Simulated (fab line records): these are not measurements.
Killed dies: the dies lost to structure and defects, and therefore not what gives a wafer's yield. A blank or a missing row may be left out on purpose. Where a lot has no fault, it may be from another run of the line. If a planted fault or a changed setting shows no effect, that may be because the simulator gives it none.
The tool behind it: which one? + flow sky130 + 11 lots, 33 wafers sampled, at 5 steps of a route of 708

## WHAT EACH GAUGE READ, for each wafer
SKY_FIELD_ISO_THK_MEAS_25.
| lot  | measured    | on            | FIELD_ISO_CVD_24_THK (nm) |
|------|-------------|---------------|---------------------------|
| L977 | day 2 06:40 | film_metro-01 | 594 597 596               |
| L982 | day 3 07:41 | film_metro-04 | 595 599 597               |
| L983 | day 3 16:03 | film_metro-03 | 587 589 590               |
| L992 | day 5 17:54 | film_metro-04 | 586 589 591               |
| L993 | day 6 02:22 | film_metro-01 | 598 602 589               |
| L995 | day 6 10:40 | film_metro-03 | 590 584 587               |
| L996 | day 6 10:40 | film_metro-01 | 595 584 588               |
| L997 | day 6 15:52 | film_metro-04 | 595 586 590               |
| L998 | day 7 02:40 | film_metro-03 | 587 589 589               |
| L999 | day 7 03:50 | film_metro-04 | 595 590 593               |
| L100 | day 7 13:23 | film_metro-01 | 599 600 593               |

SKY_NWELL_THK_MEAS_02.
| lot  | measured    | on            | NWELL_OXIDATION_THK (nm) |
|------|-------------|---------------|--------------------------|
| L977 | day 2 10:52 | film_metro-01 | 10.12 10.08 10.16        |
| L982 | day 3 13:05 | film_metro-01 | 4.58 4.48 4.63           |
| L983 | day 3 20:10 | film_metro-03 | 4.63 4.67 4.61           |
| L992 | day 6 11:55 | film_metro-02 | 10.33 10.23 10.21        |
| L993 | day 6 11:55 | film_metro-01 | 10.05 10.24 10.05        |
| L995 | day 6 18:39 | film_metro-02 | 10.25 10.13 10.21        |
| L996 | day 6 18:35 | film_metro-01 | 10.08 10.34 10.24        |
| L997 | day 6 20:01 | film_metro-01 | 10.09 10.13 10.01        |
| L998 | day 7 07:46 | film_metro-03 | 10.00 10.11 10.09        |
| L999 | day 7 07:46 | film_metro-01 | 10.06 10.21 10.01        |
| L100 | day 7 17:59 | film_metro-02 | 10.19 10.19 9.99         |

SKY_NWELL_OVL_MEAS_23.
| lot  | measured     | on         | NWELL_01_OVL (nm) |
|------|--------------|------------|-------------------|
| L977 | day 5 03:27  | overlay-02 | 0.3 0.4 -0.3      |
| L982 | day 6 11:57  | overlay-01 | -0.4 -0.9 -0.2    |
| L983 | day 6 17:53  | overlay-01 | -0.8 0.3 0.3      |
| L992 | day 9 22:59  | overlay-01 | -0.1 0.1 -0.7     |
| L993 | day 9 21:59  | overlay-01 | -3.1 -3.7 -3.1    |
| L995 | day 10 07:59 | overlay-02 | -1.9 -1.7 -2.5    |
| L996 | day 10 06:32 | overlay-02 | 0.2 0.2 0.2       |
| L997 | day 10 08:42 | overlay-02 | 1.2 1.4 0.6       |
| L998 | day 10 20:53 | overlay-01 | 1.5 -0.1 1.6      |
| L999 | day 10 20:38 | overlay-02 | -1.7 -0.9 -2.0    |
| L100 | day 11 09:21 | overlay-01 | -2.7 -1.0 -0.5    |

## TOOL THAT RAN EACH LOT (tool first, then ch and the chambers of the sampled wafers, then the start)
| lot  | SKY_FIELD_ISO_ETCH_14             | SKY_NWELL_OXIDATION_01       |
|------|-----------------------------------|------------------------------|
| L977 | rie_diel-01 ch 0,2, day 2 04:49   | furnace-01 ch 0, day 2 09:28 |
| L982 | rie_diel-01 ch 0,1,2, day 3 04:58 | furnace-01 ch 0, day 3 11:41 |
| L983 | rie_diel-01 ch 0,1,2, day 3 13:16 | furnace-01 ch 0, day 3 18:46 |
| L992 | rie_diel-01 ch 0,2,3, day 5 11:58 | furnace-02 ch 0, day 6 10:31 |
| L993 | rie_diel-02 ch 1,2, day 5 16:19   | furnace-02 ch 0, day 6 10:31 |
| L995 | rie_diel-04 ch 0,1, day 6 02:07   | furnace-02 ch 0, day 6 17:12 |
| L996 | rie_diel-04 ch 0,2,3, day 6 08:37 | furnace-02 ch 0, day 6 17:12 |
| L997 | rie_diel-02 ch 0,1,3, day 6 13:28 | furnace-02 ch 0, day 6 18:35 |
| L998 | rie_diel-04 ch 0,2,3, day 7 00:49 | furnace-01 ch 0, day 7 06:22 |
| L999 | rie_diel-02 ch 0,2,3, day 7 01:52 | furnace-01 ch 0, day 7 06:22 |
| L100 | rie_diel-01 ch 1,2,3, day 7 11:13 | furnace-02 ch 0, day 7 16:35 |
- SKY_FIELD_ISO_ETCH_14: etches BARC in N2/H2, stops on SiO2, time 45.9 s, target depth 60 nm.
- SKY_NWELL_OXIDATION_01: stabilise 600 s, purge 300 s, target thk 10 nm.

## AS READ BY THE TOOLS THEMSELVES (means over the sampled wafers that have a number; for cases with no such wafer, the mark the record gives instead)
SKY_FIELD_ISO_ETCH_14.
| lot  | tool        | drypump_motor_current_A (A) | oes_product_au (a.u.) | throttle_valve_pct (%) |
|------|-------------|-----------------------------|-----------------------|------------------------|
| L977 | rie_diel-01 | 6.1                         | 0.857                 | 13.229                 |
| L982 | rie_diel-01 | 5.8                         | 0.853                 | 13.224                 |
| L983 | rie_diel-01 | 5.8                         | 0.855                 | 13.225                 |
| L992 | rie_diel-01 | 6.2                         | 0.856                 | 13.233                 |
| L993 | rie_diel-02 | 5.2                         | 0.856                 | 13.233                 |
| L995 | rie_diel-04 | 5.5                         | 0.853                 | 13.225                 |
| L996 | rie_diel-04 | 5.3                         | 0.853                 | 13.223                 |
| L997 | rie_diel-02 | 5.6                         | 0.854                 | 13.228                 |
| L998 | rie_diel-04 | 5.3                         | 0.855                 | 13.235                 |
| L999 | rie_diel-02 | 5.9                         | 0.856                 | 13.221                 |
| L100 | rie_diel-01 | 6.0                         | 0.856                 | 13.235                 |

SKY_NWELL_OXIDATION_01.
| lot  | tool       | spike_tc_bottom_C (C) | spike_tc_centre_C (C) | spike_tc_lower_C (C) | spike_tc_top_C (C) | spike_tc_upper_C (C) | tube_center_temp_C (C) | tube_center_temp_C_max | zone_power_bottom_pct (%) | zone_power_top_pct (%) |
|------|------------|-----------------------|-----------------------|----------------------|--------------------|----------------------|------------------------|------------------------|---------------------------|------------------------|
| L977 | furnace-01 | 922.5                 | 901.1                 | 901.2                | 911.3              | 900.0                | 899.98                 | 902.4                  | 27.3                      | 33.6                   |
| L982 | furnace-01 | 856.1                 | 834.0                 | 835.7                | 845.9              | 832.7                | 832.93                 | 835.3                  | 23.2                      | 29.5                   |
| L983 | furnace-01 | 856.7                 | 832.9                 | 834.2                | 844.9              | 833.1                | 833.03                 | 835.4                  | 23.0                      | 29.7                   |
| L992 | furnace-02 | 918.9                 | 901.7                 | 902.8                | 913.7              | 901.3                | 900.01                 | 902.2                  | 29.9                      | 35.2                   |
| L993 | furnace-02 | 917.4                 | 902.1                 | 902.7                | 914.4              | 900.0                | 899.96                 | 902.6                  | 30.0                      | 35.0                   |
| L995 | furnace-02 | 917.9                 | 901.9                 | 902.6                | 914.6              | 901.2                | 900.07                 | 902.6                  | 29.8                      | 35.2                   |
| L996 | furnace-02 | 919.0                 | 902.8                 | 901.7                | 914.6              | 900.7                | 899.94                 | 902.3                  | 29.8                      | 35.5                   |
| L997 | furnace-02 | 917.5                 | 903.6                 | 902.3                | 915.2              | 900.2                | 900.03                 | 902.2                  | 30.5                      | 34.8                   |
| L998 | furnace-01 | 922.9                 | 900.6                 | 902.4                | 911.3              | 899.1                | 900.08                 | 902.3                  | 27.4                      | 33.3                   |
| L999 | furnace-01 | 922.9                 | 900.3                 | 902.9                | 910.8              | 899.5                | 899.98                 | 902.2                  | 27.2                      | 33.5                   |
| L100 | furnace-02 | 918.1                 | 903.1                 | 902.9                | 914.2              | 900.5                | 900.07                 | 902.5                  | 29.9                      | 35.3                   |

## THE ANSWER, worked out from the rows above alone
Rule: what is usual is taken from the lots themselves. The widest of any qualifying gaps counts: lots, ordered by their means at a reading, are off when they make up no more than a third of the lots, leave a main group of 4 or more, and stand apart from it by 3 or more times the standard deviation of that group's means. If all means in a main group match to the digits the tables above print for the reading, that group is not used. Also off: a lot with no number at a reading for which 4 or more lots have one. Where the step has rows for the other lots, those lots are counted as sound. First the gauges in route order, then the tools' own readings, where a lot's mean is used as printed above. The first step at which some lot is off is used, and at that step the reading that is off furthest; a lot without a number counts as furthest.
Off: L982, L983, at SKY_NWELL_THK_MEAS_02 (NWELL_OXIDATION_THK). The main group has a mean of 10.14 nm with a standard deviation of 0.063.
A tool fits if, at a process step before that reading, it ran every lot that is off, and no sound lot after the first of them. Not tried: the gauges at SKY_NWELL_THK_MEAS_02; whatever is off there is also off at SKY_NWELL_OXIDATION_01, on other tools, and gauge error can't account for it. Not one of the candidates tried fits.

## WHAT WAS PUT IN BY THE SIMULATOR
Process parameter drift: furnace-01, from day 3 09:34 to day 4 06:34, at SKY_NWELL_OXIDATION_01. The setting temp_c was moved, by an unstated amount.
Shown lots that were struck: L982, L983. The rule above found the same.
